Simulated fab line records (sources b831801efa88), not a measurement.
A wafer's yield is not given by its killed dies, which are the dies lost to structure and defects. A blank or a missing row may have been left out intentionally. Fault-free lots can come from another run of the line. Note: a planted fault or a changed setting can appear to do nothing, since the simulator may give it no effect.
Which tool was responsible? / flow sky130 / Sampling: 11 lots, 33 wafers, 5 of 708 route steps

## WHAT THE GAUGES READ, wafer by wafer
Not one reading of a measure or inspect step in the record can be checked against a usual standard deviation.

## WHAT TOOL EACH LOT RAN ON (gives the tool, then ch and the chambers of the sampled wafers, and finally the start)
lot=L553; SKY_METAL3_STRIP_19=plasmaAsher-04 ch 0,1, day 38 17:34; SKY_VIA3_STRIP_16=plasmaAsher-01 ch 0,1, day 39 20:14; SKY_METAL4_SPUTTER_00=pvdSputter-01, day 39 21:30; SKY_METAL4_ETCH_16=rieMetal-02 ch 0,1, day 41 23:52; SKY_PAD_OPEN_PROBE_99=-
lot=L555; SKY_METAL3_STRIP_19=plasmaAsher-03 ch 0,1, day 39 14:29; SKY_VIA3_STRIP_16=plasmaAsher-01 ch 0,1, day 40 16:34; SKY_METAL4_SPUTTER_00=pvdSputter-01, day 40 17:47; SKY_METAL4_ETCH_16=rieMetal-03 ch 0,1, day 42 17:54; SKY_PAD_OPEN_PROBE_99=-
lot=L558; SKY_METAL3_STRIP_19=plasmaAsher-04 ch 0,1, day 39 17:30; SKY_VIA3_STRIP_16=plasmaAsher-02 ch 0,1, day 40 19:38; SKY_METAL4_SPUTTER_00=pvdSputter-01, day 40 20:53; SKY_METAL4_ETCH_16=rieMetal-03 ch 0,1, day 42 21:22; SKY_PAD_OPEN_PROBE_99=prober-01, day 46 20:46
lot=L557; SKY_METAL3_STRIP_19=plasmaAsher-03 ch 0,1, day 39 19:27; SKY_VIA3_STRIP_16=plasmaAsher-04 ch 0,1, day 40 21:26; SKY_METAL4_SPUTTER_00=pvdSputter-01, day 40 22:41; SKY_METAL4_ETCH_16=rieMetal-02 ch 0,1, day 42 22:22; SKY_PAD_OPEN_PROBE_99=prober-02, day 46 22:16
lot=L560; SKY_METAL3_STRIP_19=plasmaAsher-04 ch 0,1, day 41 00:01; SKY_VIA3_STRIP_16=plasmaAsher-04 ch 0,1, day 42 01:14; SKY_METAL4_SPUTTER_00=pvdSputter-01, day 42 02:30; SKY_METAL4_ETCH_16=rieMetal-02 ch 0,1, day 44 01:16; SKY_PAD_OPEN_PROBE_99=prober-02, day 47 19:12
lot=L569; SKY_METAL3_STRIP_19=plasmaAsher-01 ch 0,1, day 43 06:07; SKY_VIA3_STRIP_16=plasmaAsher-04 ch 0,1, day 44 06:05; SKY_METAL4_SPUTTER_00=pvdSputter-01, day 44 07:21; SKY_METAL4_ETCH_16=rieMetal-02 ch 0,1, day 46 03:52; SKY_PAD_OPEN_PROBE_99=-
lot=L568; SKY_METAL3_STRIP_19=plasmaAsher-01 ch 0,1, day 43 08:14; SKY_VIA3_STRIP_16=plasmaAsher-02 ch 0,1, day 44 08:10; SKY_METAL4_SPUTTER_00=pvdSputter-03, day 44 09:26; SKY_METAL4_ETCH_16=rieMetal-02 ch 0,1, day 46 04:35; SKY_PAD_OPEN_PROBE_99=-
lot=L572; SKY_METAL3_STRIP_19=plasmaAsher-01 ch 0,1, day 44 14:57; SKY_VIA3_STRIP_16=plasmaAsher-04 ch 0,1, day 45 13:20; SKY_METAL4_SPUTTER_00=pvdSputter-01, day 45 14:36; SKY_METAL4_ETCH_16=rieMetal-03 ch 1, day 47 08:11; SKY_PAD_OPEN_PROBE_99=-
lot=L573; SKY_METAL3_STRIP_19=plasmaAsher-03 ch 0,1, day 44 18:09; SKY_VIA3_STRIP_16=plasmaAsher-02 ch 0,1, day 45 17:26; SKY_METAL4_SPUTTER_00=pvdSputter-02, day 45 18:49; SKY_METAL4_ETCH_16=rieMetal-03 ch 1, day 47 12:50; SKY_PAD_OPEN_PROBE_99=prober-02, day 50 16:16
lot=L575; SKY_METAL3_STRIP_19=plasmaAsher-03 ch 0,1, day 44 22:36; SKY_VIA3_STRIP_16=plasmaAsher-04 ch 0,1, day 45 21:32; SKY_METAL4_SPUTTER_00=pvdSputter-02, day 45 22:48; SKY_METAL4_ETCH_16=rieMetal-03 ch 0,1, day 47 16:40; SKY_PAD_OPEN_PROBE_99=-
lot=L576; SKY_METAL3_STRIP_19=plasmaAsher-01 ch 0, day 45 00:31; SKY_VIA3_STRIP_16=plasmaAsher-01 ch 0,1, day 45 23:53; SKY_METAL4_SPUTTER_00=pvdSputter-01, day 46 01:10; SKY_METAL4_ETCH_16=rieMetal-03 ch 0,1, day 47 18:34; SKY_PAD_OPEN_PROBE_99=-
- SKY_METAL3_STRIP_19: strips in O2/N2.
- SKY_VIA3_STRIP_16: strips in O2/N2.
- SKY_METAL4_SPUTTER_00: material Ti, target thk 15 nm, time 10 s.
- SKY_METAL4_ETCH_16: etches BARC in N2/H2, stops on SiO2, time 88.2 s, target depth 60 nm.
- SKY_PAD_OPEN_PROBE_99

## AS READ BY THE TOOLS THEMSELVES (means over the sampled wafers that have a number; for cases with no such wafer, the mark the record gives instead)
SKY_METAL3_STRIP_19. Usual: drypumpMotorCurrentA 5.4 A, standard deviation 0.37; oesProductAu 0.504 a.u., standard deviation 0.0056; stripTimeToEndpointS 6.58 s, standard deviation 0.087.
lot=L553; tool=plasmaAsher-04; drypumpMotorCurrentA (A)=5.3; oesProductAu (a.u.)=0.504; stripTimeToEndpointS (s)=6.64; flag=
lot=L555; tool=plasmaAsher-03; drypumpMotorCurrentA (A)=5.6; oesProductAu (a.u.)=0.504; stripTimeToEndpointS (s)=6.64; flag=
lot=L558; tool=plasmaAsher-04; drypumpMotorCurrentA (A)=5.5; oesProductAu (a.u.)=0.499; stripTimeToEndpointS (s)=6.55; flag=
lot=L557; tool=plasmaAsher-03; drypumpMotorCurrentA (A)=5.6; oesProductAu (a.u.)=0.504; stripTimeToEndpointS (s)=6.61; flag=
lot=L560; tool=plasmaAsher-04; drypumpMotorCurrentA (A)=5.3; oesProductAu (a.u.)=0.500; stripTimeToEndpointS (s)=6.54; flag=
lot=L569; tool=plasmaAsher-01; drypumpMotorCurrentA (A)=5.1; oesProductAu (a.u.)=0.507; stripTimeToEndpointS (s)=6.65; flag=
lot=L568; tool=plasmaAsher-01; drypumpMotorCurrentA (A)=5.4; oesProductAu (a.u.)=0.507; stripTimeToEndpointS (s)=6.59; flag=
lot=L572; tool=plasmaAsher-01; drypumpMotorCurrentA (A)=5.4; oesProductAu (a.u.)=0.504; stripTimeToEndpointS (s)=6.64; flag=
lot=L573; tool=plasmaAsher-03; drypumpMotorCurrentA (A)=5.6; oesProductAu (a.u.)=0.507; stripTimeToEndpointS (s)=6.52; flag=
lot=L575; tool=plasmaAsher-03; drypumpMotorCurrentA (A)=5.3; oesProductAu (a.u.)=0.500; stripTimeToEndpointS (s)=6.56; flag=
lot=L576; tool=plasmaAsher-01; drypumpMotorCurrentA (A)=4.9; oesProductAu (a.u.)=0.501; stripTimeToEndpointS (s)=6.50; flag=

SKY_VIA3_STRIP_16. Usual: drypumpMotorCurrentA 5.6 A, standard deviation 0.59; oesProductAu 0.402 a.u., standard deviation 0.0045; stripTimeToEndpointS 4.129 s, standard deviation 0.026.
lot=L553; tool=plasmaAsher-01; drypumpMotorCurrentA (A)=5.1; oesProductAu (a.u.)=0.398; stripTimeToEndpointS (s)=4.149; flag=
lot=L555; tool=plasmaAsher-01; drypumpMotorCurrentA (A)=5.4; oesProductAu (a.u.)=0.401; stripTimeToEndpointS (s)=4.113; flag=
lot=L558; tool=plasmaAsher-02; drypumpMotorCurrentA (A)=6.3; oesProductAu (a.u.)=0.403; stripTimeToEndpointS (s)=4.121; flag=
lot=L557; tool=plasmaAsher-04; drypumpMotorCurrentA (A)=5.3; oesProductAu (a.u.)=0.407; stripTimeToEndpointS (s)=4.117; flag=
lot=L560; tool=plasmaAsher-04; drypumpMotorCurrentA (A)=5.5; oesProductAu (a.u.)=0.399; stripTimeToEndpointS (s)=4.109; flag=
lot=L569; tool=plasmaAsher-04; drypumpMotorCurrentA (A)=5.3; oesProductAu (a.u.)=0.405; stripTimeToEndpointS (s)=4.149; flag=
lot=L568; tool=plasmaAsher-02; drypumpMotorCurrentA (A)=6.3; oesProductAu (a.u.)=0.399; stripTimeToEndpointS (s)=4.119; flag=
lot=L572; tool=plasmaAsher-04; drypumpMotorCurrentA (A)=5.4; oesProductAu (a.u.)=0.404; stripTimeToEndpointS (s)=4.149; flag=
lot=L573; tool=plasmaAsher-02; drypumpMotorCurrentA (A)=5.8; oesProductAu (a.u.)=0.403; stripTimeToEndpointS (s)=4.154; flag=
lot=L575; tool=plasmaAsher-04; drypumpMotorCurrentA (A)=5.3; oesProductAu (a.u.)=0.407; stripTimeToEndpointS (s)=4.132; flag=
lot=L576; tool=plasmaAsher-01; drypumpMotorCurrentA (A)=5.4; oesProductAu (a.u.)=0.400; stripTimeToEndpointS (s)=4.098; flag=

SKY_METAL4_SPUTTER_00. Usual: throttleValvePct at 30.3 %, with a standard deviation of 1.3.
lot=L553; tool=pvdSputter-01; throttleValvePct (%)=29.8; flag=
lot=L555; tool=pvdSputter-01; throttleValvePct (%)=31.0; flag=
lot=L558; tool=pvdSputter-01; throttleValvePct (%)=30.9; flag=
lot=L557; tool=pvdSputter-01; throttleValvePct (%)=30.9; flag=
lot=L560; tool=pvdSputter-01; throttleValvePct (%)=29.8; flag=
lot=L569; tool=pvdSputter-01; throttleValvePct (%)=29.2; flag=
lot=L568; tool=pvdSputter-03; throttleValvePct (%)=30.5; flag=
lot=L572; tool=pvdSputter-01; throttleValvePct (%)=29.8; flag=
lot=L573; tool=pvdSputter-02; throttleValvePct (%)=30.6; flag=
lot=L575; tool=pvdSputter-02; throttleValvePct (%)=30.4; flag=
lot=L576; tool=pvdSputter-01; throttleValvePct (%)=31.1; flag=

SKY_METAL4_ETCH_16. Usual: biasW 99.99 W, standard deviation 0.29; drypumpMotorCurrentA 5.9 A, standard deviation 0.55; oesProductAu 0.626 a.u., standard deviation 0.0047; throttleValvePct 13.205 %, standard deviation 0.0091.
lot=L553; tool=rieMetal-02; biasW (W)=100.14; drypumpMotorCurrentA (A)=6.1; oesProductAu (a.u.)=0.625; throttleValvePct (%)=13.211; flag=
lot=L555; tool=rieMetal-03; biasW (W)=100.12; drypumpMotorCurrentA (A)=5.4; oesProductAu (a.u.)=0.618; throttleValvePct (%)=13.202; flag=
lot=L558; tool=rieMetal-03; biasW (W)=100.00; drypumpMotorCurrentA (A)=5.7; oesProductAu (a.u.)=0.625; throttleValvePct (%)=13.204; flag=
lot=L557; tool=rieMetal-02; biasW (W)=99.96; drypumpMotorCurrentA (A)=6.1; oesProductAu (a.u.)=0.626; throttleValvePct (%)=13.203; flag=
lot=L560; tool=rieMetal-02; biasW (W)=100.20; drypumpMotorCurrentA (A)=6.5; oesProductAu (a.u.)=0.631; throttleValvePct (%)=13.188; flag=
lot=L569; tool=rieMetal-02; biasW (W)=88.95; drypumpMotorCurrentA (A)=6.1; oesProductAu (a.u.)=0.623; throttleValvePct (%)=13.204; flag=OFF
lot=L568; tool=rieMetal-02; biasW (W)=88.86; drypumpMotorCurrentA (A)=6.4; oesProductAu (a.u.)=0.627; throttleValvePct (%)=13.196; flag=OFF
lot=L572; tool=rieMetal-03; biasW (W)=100.16; drypumpMotorCurrentA (A)=6.0; oesProductAu (a.u.)=0.627; throttleValvePct (%)=13.213; flag=
lot=L573; tool=rieMetal-03; biasW (W)=99.91; drypumpMotorCurrentA (A)=6.0; oesProductAu (a.u.)=0.628; throttleValvePct (%)=13.213; flag=
lot=L575; tool=rieMetal-03; biasW (W)=99.81; drypumpMotorCurrentA (A)=5.7; oesProductAu (a.u.)=0.629; throttleValvePct (%)=13.200; flag=
lot=L576; tool=rieMetal-03; biasW (W)=99.81; drypumpMotorCurrentA (A)=5.4; oesProductAu (a.u.)=0.625; throttleValvePct (%)=13.205; flag=

SKY_PAD_OPEN_PROBE_99. Usual: defectLimitedYield 82.6 %, standard deviation 1.9; killed_at_M0_to_M3 43, standard deviation 7.2; killed_at_M4_up 3.5, standard deviation 2; killedAtContacts 24, standard deviation 5.2; killedAtFrontEnd 15, standard deviation 4.4; killedAtOther 0.2, standard deviation 0.48; killedDies 85, standard deviation 9.4; killedOpen 46, standard deviation 7.3; killedShort 39, standard deviation 6.1; sort_bin_3_pad_short 0.8 %, standard deviation 0.37; sort_bin_5_function 10.2 %, standard deviation 1.4; sort_bin_6_memory 6.3 %, standard deviation 1.1; sortNPass 407, standard deviation 9.4; sortYieldPct 82.6 %, standard deviation 1.9.
lot=L558; tool=prober-01; defectLimitedYield (%)=82.6; killed_at_M0_to_M3=47; killed_at_M4_up=4.7; killedAtContacts=22; killedAtFrontEnd=12; killedAtOther=0.0; killedDies=86; killedOpen=51; killedShort=35; sort_bin_3_pad_short (%)=0.7; sort_bin_5_function (%)=10.8; sort_bin_6_memory (%)=5.9; sortNPass=406; sortYieldPct (%)=82.6; flag=
lot=L557; tool=prober-02; defectLimitedYield (%)=83.0; killed_at_M0_to_M3=47; killed_at_M4_up=3.7; killedAtContacts=16; killedAtFrontEnd=16; killedAtOther=0.3; killedDies=84; killedOpen=43; killedShort=41; sort_bin_3_pad_short (%)=1.1; sort_bin_5_function (%)=9.1; sort_bin_6_memory (%)=6.7; sortNPass=408; sortYieldPct (%)=83.0; flag=
lot=L560; tool=prober-02; defectLimitedYield (%)=82.6; killed_at_M0_to_M3=35; killed_at_M4_up=5.0; killedAtContacts=28; killedAtFrontEnd=18; killedAtOther=0.0; killedDies=86; killedOpen=47; killedShort=36; sort_bin_3_pad_short (%)=0.8; sort_bin_5_function (%)=10.6; sort_bin_6_memory (%)=6.0; sortNPass=406; sortYieldPct (%)=82.6; flag=
lot=L573; tool=prober-02; defectLimitedYield (%)=82.4; killed_at_M0_to_M3=40; killed_at_M4_up=5.0; killedAtContacts=28; killedAtFrontEnd=13; killedAtOther=0.3; killedDies=86; killedOpen=49; killedShort=37; sort_bin_3_pad_short (%)=0.9; sort_bin_5_function (%)=10.2; sort_bin_6_memory (%)=6.4; sortNPass=406; sortYieldPct (%)=82.4; flag=

## THE ANSWER, worked out from the rows above alone
Rule: lot off if the mean of its wafers having a number is beyond 3 standard deviations from the usual mean. Also off: a lot with no number at a reading for which 4 or more lots have one. Any other lot the step has rows for is counted as sound. After the gauges, taken in route order, come the tools' own readings; for these a lot's mean is taken, as printed above. The first step at which some lot is off is used, and at that step the reading that is off furthest; a lot without a number counts as furthest.
Off, at SKY_METAL4_ETCH_16 on biasW: L569, L568.
If a tool, at that step or one of the process steps before it, ran each lot that is off and ran no sound lot following the first of them, it fits. One fits: rieMetal-02 at SKY_METAL4_ETCH_16. A fault onset in the window from L560 (day 44 01:16, its last sound lot) to L569 (day 46 03:52, its first lot off) fits.
On the lots that are off, the tool's own readings at SKY_METAL4_ETCH_16 differ by more than 5 times the standard deviation of the sound lots' means, which bears it out; biasW reads 88.91 W there versus 100.01 W on the sound lots.

## WHAT WAS PUT IN BY THE SIMULATOR
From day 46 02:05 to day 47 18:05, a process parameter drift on rieMetal-02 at SKY_METAL4_ETCH_16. A move of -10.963 in setting biasW, from 100. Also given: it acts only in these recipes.
Shown lots that were struck: L569, L568. The rule given above showed the same thing.
